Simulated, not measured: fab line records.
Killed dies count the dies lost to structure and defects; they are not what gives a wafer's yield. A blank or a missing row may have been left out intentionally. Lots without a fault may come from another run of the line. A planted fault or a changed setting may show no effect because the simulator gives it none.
The tool behind it: which one? | flow sfqLine | 7 lots, 21 wafers sampled, at 1 step of a route of 325

## WHAT EACH GAUGE READ, for each wafer
SFQ_INCOMING_BOW_MEAS_900.
lot  | measured    | on           | INCOMING_BOW (um)
L718 | day 1 15:02 | filmMetro-02 | -2 2 -1
L721 | day 2 06:01 | filmMetro-03 | 0 -12 -5
L723 | day 2 16:01 | filmMetro-03 | 11 3 -1
L727 | day 3 12:02 | filmMetro-02 | -3 9 5
L733 | day 4 18:08 | filmMetro-04 | -10 -13 8
L736 | day 5 09:01 | filmMetro-03 | 1 -4 -2
L740 | day 6 05:00 | filmMetro-04 | -9 -9 4

## EACH LOT AND THE TOOL THAT RAN IT (in order: tool; ch and the chambers of the sampled wafers; start)
The record shows no process step preceding these readings.

## THE ANSWER, worked out from the rows above alone
Rule: what is usual is taken from the lots themselves. The widest of any qualifying gaps counts: lots, ordered by their means at a reading, are off when they make up no more than a third of the lots, leave a main group of 4 or more, and stand apart from it by 3 or more times the standard deviation of that group's means. A main group is skipped when, at the precision printed for the reading in the tables above, its means are all equal. A lot without any number at a reading at which 4 lots or more have one is off too. Any other lot the step has rows for is counted as sound.
No lot is off on any of the readings shown, so nothing can be concluded from this.

## WHAT WAS PUT IN BY THE SIMULATOR
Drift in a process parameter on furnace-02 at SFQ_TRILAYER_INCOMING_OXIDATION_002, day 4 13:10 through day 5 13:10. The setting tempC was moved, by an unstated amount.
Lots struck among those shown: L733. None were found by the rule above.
